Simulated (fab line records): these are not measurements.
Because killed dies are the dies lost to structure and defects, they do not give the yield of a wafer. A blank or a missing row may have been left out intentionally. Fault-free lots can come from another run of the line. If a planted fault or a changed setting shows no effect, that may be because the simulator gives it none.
Struck lot and sound lot, side by side | flow sky130 | 43 steps out of a route of 708
Sound: the wafers L235.1, L235.4, L235.5. Struck: wafers L249.1, L249.4, L249.5. The cause comes at the end.
For every step that has rows: the tool of each side, followed by ch and its chambers, followed by its first start. Under that, the readings that differ: sound wafers | struck wafers | difference of the means | sigmas: that difference in standard deviations of wafers without a fault.
alike: a reading whose means differ by less than 2 such deviations, as well as words and numbers matching on both sides. not compared: withheld readings; readings where some wafer has no value; bounds like >300 that might hide an equal value; numbers whose values overlap and for which the record gives no deviation.
Wherever a step has rows on one side only, a row that says differs or no value, or a row with sigmas, the two part there. When numbers do not overlap yet have no deviation, they are printed without sigmas and do not part them. A reading that every wafer of one side lacks parts them only if that side has two wafers or more.

first, 4 steps without rows for these wafers: SKY_LDD_LDN_SOFTBAKE_03 (time 60 s); SKY_LDD_LDN_EXPOSE_04 (exposes mask LDNTM, target cd 700 nm); SKY_LDD_LDN_PEB_05; SKY_LDD_LDN_DEVELOP_06 (develop time 60 s).
SKY_LDD_LDN_OVL_MEAS_07:
  sound on overlay-02, day 23 01:38; struck on overlay-01, day 28 05:53
  reading          | sound        | struck         | difference | sigmas
  LDD_LDN_OVL (nm) | 0.1 3.2 -0.4 | -2.7 -3.8 -2.8 | -4.1       | -2
then, 5 steps without rows for these wafers: SKY_LDD_LDN_IMPLANT_08; SKY_LDD_LDN_IMPLANT_09; SKY_LDD_LDN_IMPLANT_10; SKY_LDD_LDN_IMPLANT_11; SKY_LDD_LDN_STRIP_12 (strips in O2/N2).
SKY_LDD_LDN_TW_MEAS_13:
  sound on film metro-03, day 23 02:22; struck on film metro-02, day 28 06:37
  alike: LDD_LDN_TW
then, 1 step without rows for these wafers: SKY_LDD_LDN_CLEAN_14 (cleans in SC1/SC2, time 150 s).
SKY_SPACER_CVD_00: deposits Si3N4 from DCS/NH3, target thk 43.1 nm, time 740 s.
  sound on lpcvd-02 ch 0, day 23 06:34; struck on lpcvd-02 ch 0, day 28 06:44
SKY_SPACER_THK_MEAS_01:
  sound on film metro-02, day 23 07:46; struck on film metro-02, day 28 07:56
  alike: SPACER_CVD_00_THK
SKY_SPACER_ETCHBACK_02: etches Si3N4 in CH3F/O2, stops on SiO2, time 46.7 s, target depth 45 nm.
  sound on rie diel-01 ch 0,1,3, day 23 07:50; struck on rie diel-01 ch 0,1,2, day 28 08:00
  alike: drypump motor current A, oes product au, throttle valve pct
  not compared: rf hours counter h
then, 8 steps without rows for these wafers: SKY_POLY_CUT_DEHYDRATE_00 (time 60 s); SKY_POLY_CUT_HMDS_01 (prime time 60 s); SKY_POLY_CUT_COAT_02 (resist thk 60 nm); SKY_POLY_CUT_COAT_03 (resist thk 450 nm); SKY_POLY_CUT_SOFTBAKE_04 (time 90 s); SKY_POLY_CUT_EXPOSE_05 (exposes mask NPCM, target cd 270 nm); SKY_POLY_CUT_PEB_06; SKY_POLY_CUT_DEVELOP_07 (develop time 60 s).
SKY_POLY_CUT_CD_MEAS_08: the cd target is 270 nm.
  sound on cd sem-02, day 24 14:11; struck on cd sem-02, day 29 11:59
  alike: cd nm
SKY_POLY_CUT_OVL_MEAS_09:
  sound on overlay-02, day 24 14:18; struck on overlay-01, day 29 12:06
  alike: POLY_CUT_OVL
SKY_POLY_CUT_ETCH_10: etches BARC in N2/H2, stops on SiO2, time 47.51 s, target depth 60 nm.
  sound on rie diel-02 ch 1,2,3, day 24 14:20; struck on rie diel-03 ch 2,3, day 29 12:08
  alike: drypump motor current A, h2 flow sccm, oes product au, throttle valve pct
  not compared: rf hours counter h
SKY_POLY_CUT_ETCH_11: etches Si3N4 in CF4/CH2F2/Ar, stops on poly-Si, time 42.5 s, target depth 60 nm.
  sound on rie diel-02 ch 1,2,3, day 24 14:23; struck on rie diel-03 ch 2,3, day 29 12:11
  alike: drypump motor current A, oes product au, throttle valve pct
  not compared: rf hours counter h
SKY_POLY_CUT_STRIP_12: strips in O2/N2.
  sound on plasma asher-01 ch 0, day 24 14:25; struck on plasma asher-01 ch 0,1, day 29 12:13
  alike: drypump motor current A, o2 flow sccm, oes product au, strip time to endpoint s
  not compared: rf hours counter h
then, 7 steps without rows for these wafers: SKY_SD_P_DEHYDRATE_00 (time 60 s); SKY_SD_P_HMDS_01 (prime time 60 s); SKY_SD_P_COAT_02 (resist thk 1140 nm); SKY_SD_P_SOFTBAKE_03 (time 60 s); SKY_SD_P_EXPOSE_04 (exposes mask PSDM, target cd 380 nm); SKY_SD_P_PEB_05; SKY_SD_P_DEVELOP_06 (develop time 60 s).
SKY_SD_P_CD_MEAS_07: the cd target is 380 nm.
  sound on cd sem-01, day 25 19:44; struck on cd sem-01, day 30 16:02
  reading    | sound             | struck            | difference | sigmas
  cd nm (nm) | 382.7 380.2 380.4 | 378.7 375.9 376.6 | -4.0       | -2
SKY_SD_P_OVL_MEAS_08:
  sound on overlay-01, day 25 19:52; struck on overlay-01, day 30 16:09
  alike: SD_P_OVL
next, for these wafers, 1 step has no rows: SKY_SD_P_IMPLANT_09.
SKY_SD_P_STRIP_10: strips in O2/N2.
  sound on plasma asher-03 ch 0,1, day 25 20:02; struck on plasma asher-03 ch 0,1, day 30 16:20
  alike: drypump motor current A, o2 flow sccm, oes product au, strip time to endpoint s
  not compared: rf hours counter h
SKY_SD_P_TW_MEAS_11:
  sound on film metro-04, day 25 20:12; struck on film metro-04, day 30 16:26
  alike: SD_P_TW
then, 2 steps without rows for these wafers: SKY_RES_XHIGH_DEHYDRATE_00 (time 60 s); SKY_RES_XHIGH_HMDS_01 (prime time 60 s).
-- here the record skips 19 days between the struck wafers' starts before and after, leaving off in module RES_XHIGH and picking up in module PAD_OPEN (first step shown: number 708 of the route) --
SKY_PAD_OPEN_PROBE_99:
  sound on prober-01, day 45 22:06; struck on prober-01, day 49 07:54
  reading             | sound    | struck      | difference | sigmas
  killed at front end | 15 11 25 | 67 66 78    | +53        | +12
  killed dies         | 94 98 93 | 129 138 136 | +39        | +5
  alike: killed_at_M0_to_M3, killed_at_M4_up, killed at contacts, killed at other, killed open, killed short

== WHERE THEY PART ==
Earliest at SKY_LDD_LDN_OVL_MEAS_07; latest, in this record, at SKY_PAD_OPEN_PROBE_99.

WHY: the cause the simulator had injected
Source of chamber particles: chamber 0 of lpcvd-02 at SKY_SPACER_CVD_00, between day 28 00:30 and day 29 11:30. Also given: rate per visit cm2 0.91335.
